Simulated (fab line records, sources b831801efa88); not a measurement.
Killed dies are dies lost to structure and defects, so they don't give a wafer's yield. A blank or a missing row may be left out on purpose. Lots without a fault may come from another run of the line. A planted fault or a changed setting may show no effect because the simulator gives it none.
Which tool did it? | flow sky130 | 14 lots, 42 wafers sampled, at 2 steps of a route of 708

WHAT THE GAUGES READ, wafer by wafer
The record holds no reading of a measuring or inspecting step that can be judged against a usual standard deviation.

WHICH TOOL RAN EACH LOT (tool, then ch and the chambers of the sampled wafers, then the start)
lot  | SKY_FIELD_ISO_ETCH_14             | SKY_PAD_OPEN_PROBE_99
L202 | rie_diel-03 ch 0,1, day 2 05:33   | -
L203 | rie_diel-02 ch 0,1,2, day 2 08:55 | -
L204 | rie_diel-03 ch 1,2, day 2 15:57   | -
L205 | rie_diel-03 ch 0,1,3, day 2 22:25 | -
L206 | rie_diel-03 ch 0,1, day 3 02:40   | -
L207 | rie_diel-03 ch 0,1,3, day 3 07:22 | -
L208 | rie_diel-02 ch 0,2,3, day 3 16:24 | -
L210 | rie_diel-04 ch 0,1,3, day 4 01:07 | -
L212 | rie_diel-03 ch 0,2, day 4 09:33   | -
L213 | rie_diel-03 ch 0,1,3, day 4 15:01 | -
L215 | rie_diel-03 ch 1,2,3, day 5 01:12 | prober-02, day 49 16:22
L216 | rie_diel-03 ch 1,2,3, day 5 05:16 | prober-01, day 49 14:04
L219 | rie_diel-04 ch 0,3, day 5 21:46   | -
L223 | rie_diel-04 ch 0,2,3, day 6 19:19 | -
- SKY_FIELD_ISO_ETCH_14: etches BARC in N2/H2, stops on SiO2, time 45.9 s, target depth 60 nm.
- SKY_PAD_OPEN_PROBE_99

WHAT THE TOOLS THEMSELVES READ (means of the sampled wafers that have a number; where no wafer has one, the mark that the record gives instead)
SKY_FIELD_ISO_ETCH_14. Usual: drypump_motor_current_A 5.6 A, standard deviation 0.56; oes_product_au 0.854 a.u., standard deviation 0.0048; throttle_valve_pct 13.224 %, standard deviation 0.011.
lot  | tool        | drypump_motor_current_A (A) | oes_product_au (a.u.) | throttle_valve_pct (%) | flag
L202 | rie_diel-03 | 5.5                         | 0.856                 | 13.216                 |
L203 | rie_diel-02 | 5.3                         | 0.849                 | 13.227                 |
L204 | rie_diel-03 | 5.5                         | 0.858                 | 13.224                 |
L205 | rie_diel-03 | 5.4                         | 0.855                 | 13.230                 |
L206 | rie_diel-03 | 5.6                         | 0.855                 | 13.219                 |
L207 | rie_diel-03 | 5.4                         | 0.854                 | 13.227                 |
L208 | rie_diel-02 | 5.5                         | 0.855                 | 13.222                 |
L210 | rie_diel-04 | 5.9                         | 0.852                 | 13.220                 |
L212 | rie_diel-03 | 5.1                         | 0.856                 | 13.225                 |
L213 | rie_diel-03 | 5.4                         | 0.854                 | 13.229                 |
L215 | rie_diel-03 | 5.6                         | 0.860                 | 13.234                 |
L216 | rie_diel-03 | 5.6                         | 0.857                 | 13.229                 |
L219 | rie_diel-04 | 6.4                         | 0.851                 | 13.230                 |
L223 | rie_diel-04 | 6.1                         | 0.858                 | 13.230                 |

SKY_PAD_OPEN_PROBE_99. Usual: killed_at_M0_to_M3 43, standard deviation 7.3; killed_at_M4_up 3.6, standard deviation 1.9; killed_at_contacts 23, standard deviation 5.3; killed_at_front_end 15, standard deviation 4.5; killed_at_other 0.3, standard deviation 0.72; killed_dies 85, standard deviation 9.4; killed_open 46, standard deviation 6.7; killed_short 38, standard deviation 6.8.
lot  | tool      | killed_at_M0_to_M3 | killed_at_M4_up | killed_at_contacts | killed_at_front_end | killed_at_other | killed_dies | killed_open | killed_short | flag
L215 | prober-02 | 40                 | 3.0             | 14                 | 70                  | 0.3             | 128         | 42          | 33           | OFF
L216 | prober-01 | 43                 | 2.7             | 22                 | 63                  | 0.0             | 131         | 39          | 37           | OFF

THE ANSWER, worked out from the rows above alone
Rule: a lot is off if the mean of its wafers that have a number lies more than 3 standard deviations from the usual mean. A lot without any number at a reading at which 4 lots or more have one is off too. The other lots that the step has rows for count as sound. The gauges are gone through in route order, then the tools' own readings, and for those a lot's mean is taken as printed above. The first step at which some lot is off is used, and at that step the reading that is off furthest; a lot without a number counts as furthest.
Off: L215, L216, at SKY_PAD_OPEN_PROBE_99 (killed_at_front_end). Neither off nor sound, because the step has no rows for them: L202, L203, L204, L205, L206, L207, L208, L210, L212, L213, L219, L223.
A tool fits if, at that step or a process step before it, it ran every lot that is off, and no sound lot after the first of them. One fits: rie_diel-03 at SKY_FIELD_ISO_ETCH_14. It ran no sound lot before its first lot that is off in this sample, so the start can't be narrowed down.

WHAT THE SIMULATOR HAD PUT IN
Chamber particle source: rie_diel-03, from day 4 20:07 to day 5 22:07, at SKY_FIELD_ISO_ETCH_14. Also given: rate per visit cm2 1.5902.
Lots struck among those shown: L215, L216. The rule above found the same.
